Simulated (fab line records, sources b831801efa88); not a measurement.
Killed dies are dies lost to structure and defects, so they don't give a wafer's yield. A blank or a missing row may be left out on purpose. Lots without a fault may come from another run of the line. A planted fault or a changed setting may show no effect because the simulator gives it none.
One fault seen from 2 desks | flow gf180mcu | each desk has only its own numbers; what lay behind them comes last

THE TOOL OWNER'S DESK: implanter-03
The tool's own readings at GF_HV_LDD_IMPLANT_09: means of the sampled wafers that have a number, for each lot that ran on this tool. A lot is out of limits, marked OUT, if its mean lies more than 4 standard deviations from the usual mean; the brackets give that distance.
Columns: A = beam_energy_keV at GF_HV_LDD_IMPLANT_09, usual 40.002; B = beam_on_s at GF_HV_LDD_IMPLANT_09, usual 10.03 s; C = faraday_current_uA at GF_HV_LDD_IMPLANT_09, usual 562
lot  | first seen here | A      | B              | C
L144 | day 10 12:28    | 39.995 | 10.04          | 562
L145 | day 11 01:40    | 40.011 | 10.09          | 557
L148 | day 11 22:42    | 39.999 | 7.77 (-11) OUT | 725 (+15) OUT
L150 | day 12 10:48    | 40.008 | 7.62 (-12) OUT | 740 (+16) OUT
L158 | day 14 21:30    | 39.994 | 9.93           | 568
This desk's finding: out of limits on L148, L150; first on L148, day 11 22:42 (beam_on_s at GF_HV_LDD_IMPLANT_09). In limits: L144, L145, L158.

THE METROLOGY DESK
What the gauges read, lot by lot, whatever tool the lot ran on: means of the sampled wafers that have a number. A lot is out of limits, marked OUT, if its mean lies more than 4 standard deviations from the usual mean; the brackets give that distance.
Columns: A = HV_LDD_TW at GF_HV_LDD_TW_MEAS_11, usual 2429; B = HV_LDD_RS at GF_HV_LDD_RS_MEAS_53, usual 418.2 ohm/sq; C = cd_nm at GF_PSD_CD_MEAS_07, usual 400.2 nm; D = CONTACT_CVD_02_THK at GF_CONTACT_THK_MEAS_03, usual 862 nm
lot  | first seen here | A               | B               | C     | D
L142 | day 10 01:55    | 2402            | 418.0           | 401.2 | 870
L143 | day 10 06:31    | 2404            | 419.1           | 400.3 | 862
L144 | day 10 12:43    | 2407            | 418.9           | 397.3 | 856
L145 | day 11 01:55    | 2411            | 417.0           | 398.6 | 865
L148 | day 11 22:57    | 2280 (-6.0) OUT | 467.2 (+52) OUT | 402.7 | 845
L150 | day 12 11:02    | 2283 (-5.9) OUT | 467.1 (+51) OUT | 396.0 | 857
L157 | day 14 19:23    | 2415            | 418.1           | 401.8 | 868
L158 | day 14 21:45    | 2464            | 417.0           | 402.2 | 870
L160 | day 15 12:36    | 2413            | 417.9           | 401.4 | 856
L161 | day 15 22:07    | 2458            | 417.2           | 402.8 | 865
L162 | day 16 05:10    | 2413            | 419.2           | 399.6 | 856
L163 | day 16 10:43    | 2454            | 417.1           | 401.6 | 861
This desk's finding: out of limits on L148, L150; first on L148, day 11 22:57 (HV_LDD_TW at GF_HV_LDD_TW_MEAS_11). In limits: L142, L143, L144, L145, L157, L158, L160, L161, L162, L163.

PUT TOGETHER
The tool owner's desk could have raised an alarm at day 11 22:42, on L148, L150.
The metrology desk could have raised an alarm at day 11 22:57, on L148, L150.
Of the lots named, all ran GF_HV_LDD_IMPLANT_09 on implanter-03.

WHAT THE SIMULATOR HAD PUT IN
Process parameter drift: implanter-03, from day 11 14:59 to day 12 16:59, at GF_HV_LDD_IMPLANT_09. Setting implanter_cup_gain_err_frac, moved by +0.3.
Lots struck among those shown: L148, L150.
Hours from the fault's start to each desk's first reading out of limits: the tool owner's desk, 8; the metrology desk, 8.
